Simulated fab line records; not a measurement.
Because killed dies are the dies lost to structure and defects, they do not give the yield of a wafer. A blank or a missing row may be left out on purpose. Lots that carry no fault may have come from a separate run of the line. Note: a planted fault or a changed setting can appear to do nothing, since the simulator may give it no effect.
Which tool was responsible? ; flow sfq line ; 13 lots, 39 wafers sampled, at 3 steps of a route of 325

WHAT THE GAUGES SHOWED, per wafer
SFQ_R5_RS_MEAS_933: a four-point-probe measurement. Usual: for R5_MONX_RS the level is 7.24 ohm/sq and the standard deviation is 0.097.
lot;measured;on;R5_MONX_RS (ohm/sq);flag
L504;day 59 23:08;film metro-04;7.16 7.19 7.17;
L505;day 60 00:20;film metro-04;7.34 7.20 7.22;
L508;day 61 10:32;film metro-03;7.37 7.36 7.38;
L510;day 65 00:50;film metro-03;7.27 7.39 7.29;
L514;day 66 19:32;film metro-04;10.74 7.29 7.13;OFF
L515;day 70 08:52;film metro-04;7.27 7.15 7.29;
L516;day 70 12:26;film metro-02;7.45 7.23 7.30;
L519;day 72 00:26;film metro-03;7.27 7.38 7.28;
L520;day 72 08:51;film metro-03;7.15 7.21 7.24;
L522;day 73 14:46;film metro-04;7.08 7.16 7.25;
L523;day 73 23:59;film metro-04;7.13 7.10 7.20;
L524;day 75 01:05;film metro-03;7.32 7.21 7.26;
L525;day 75 11:41;film metro-04;7.32 7.18 7.30;

SFQ_R5_THK_MEAS_934: measures by xrf. Usual: for R5_MONX_THK the level is 38.6 nm and the standard deviation is 0.64.
lot;measured;on;R5_MONX_THK (nm);flag
L504;day 59 23:16;film metro-04;39.1 38.9 39.0;
L505;day 60 00:27;film metro-04;38.2 38.9 38.9;
L508;day 61 10:40;film metro-03;37.6 37.6 37.2;
L510;day 65 00:58;film metro-03;38.4 37.6 38.0;
L514;day 66 19:38;film metro-04;25.1 38.5 39.1;OFF
L515;day 70 08:58;film metro-04;38.6 39.4 38.5;
L516;day 70 12:34;film metro-02;37.3 38.7 38.2;
L519;day 72 00:34;film metro-03;38.1 37.5 37.8;
L520;day 72 08:58;film metro-03;38.8 38.4 38.3;
L522;day 73 14:52;film metro-04;39.3 39.3 38.7;
L523;day 74 00:07;film metro-04;39.4 39.6 39.3;
L524;day 75 01:12;film metro-03;37.9 38.5 38.1;
L525;day 75 11:49;film metro-04;38.1 38.9 38.5;

WHAT TOOL EACH LOT RAN ON (gives the tool, then ch and the chambers of the sampled wafers, and finally the start)
lot;SFQ_TRILAYER_R5_DEP_SPUTTER_133
L504;pvd sputter-06, day 59 23:03
L505;pvd sputter-05, day 60 00:16
L508;pvd sputter-05, day 61 10:28
L510;pvd sputter-05, day 65 00:46
L514;pvd sputter-05, day 66 19:26
L515;pvd sputter-04, day 70 08:46
L516;pvd sputter-04, day 70 12:22
L519;pvd sputter-04, day 72 00:22
L520;pvd sputter-05, day 72 08:47
L522;pvd sputter-05, day 73 14:40
L523;pvd sputter-06, day 73 23:55
L524;pvd sputter-04, day 75 00:59
L525;pvd sputter-04, day 75 11:37
- SFQ_TRILAYER_R5_DEP_SPUTTER_133: material MoNx, target thk 40 nm, time 66.7 s.

AS READ BY THE TOOLS THEMSELVES (means over the sampled wafers that have a number; for cases with no such wafer, the mark the record gives instead)
SFQ_TRILAYER_R5_DEP_SPUTTER_133. Usual: throttle valve pct 30.2 %, standard deviation 1.3.
lot;tool;throttle valve pct (%);flag
L504;pvd sputter-06;31.8;
L505;pvd sputter-05;30.3;
L508;pvd sputter-05;30.5;
L510;pvd sputter-05;30.4;
L514;pvd sputter-05;30.3;
L515;pvd sputter-04;31.1;
L516;pvd sputter-04;30.0;
L519;pvd sputter-04;30.0;
L520;pvd sputter-05;30.2;
L522;pvd sputter-05;30.3;
L523;pvd sputter-06;32.0;
L524;pvd sputter-04;28.9;
L525;pvd sputter-04;30.1;

THE ANSWER, worked out from the rows above alone
Rule: a lot is off if the mean of its wafers that have a number lies more than 3 standard deviations from the usual mean. A lot without any number at a reading at which 4 lots or more have one is off too. Where the step has rows for the other lots, those lots are counted as sound. First the gauges in route order, then the tools' own readings, where a lot's mean is used as printed above. The first step at which some lot is off is used, and at that step the reading that is off furthest; a lot without a number counts as furthest.
Off: at SFQ_R5_RS_MEAS_933 (R5_MONX_RS), L514.
If a tool, at a process step before that reading, ran all the lots that are off and no sound lot after the first of them, it fits. Those tools and the gauges at SFQ_R5_RS_MEAS_933 are tried in the same way. No candidate that was tried fits.

WHAT HAD BEEN PUT IN BY THE SIMULATOR
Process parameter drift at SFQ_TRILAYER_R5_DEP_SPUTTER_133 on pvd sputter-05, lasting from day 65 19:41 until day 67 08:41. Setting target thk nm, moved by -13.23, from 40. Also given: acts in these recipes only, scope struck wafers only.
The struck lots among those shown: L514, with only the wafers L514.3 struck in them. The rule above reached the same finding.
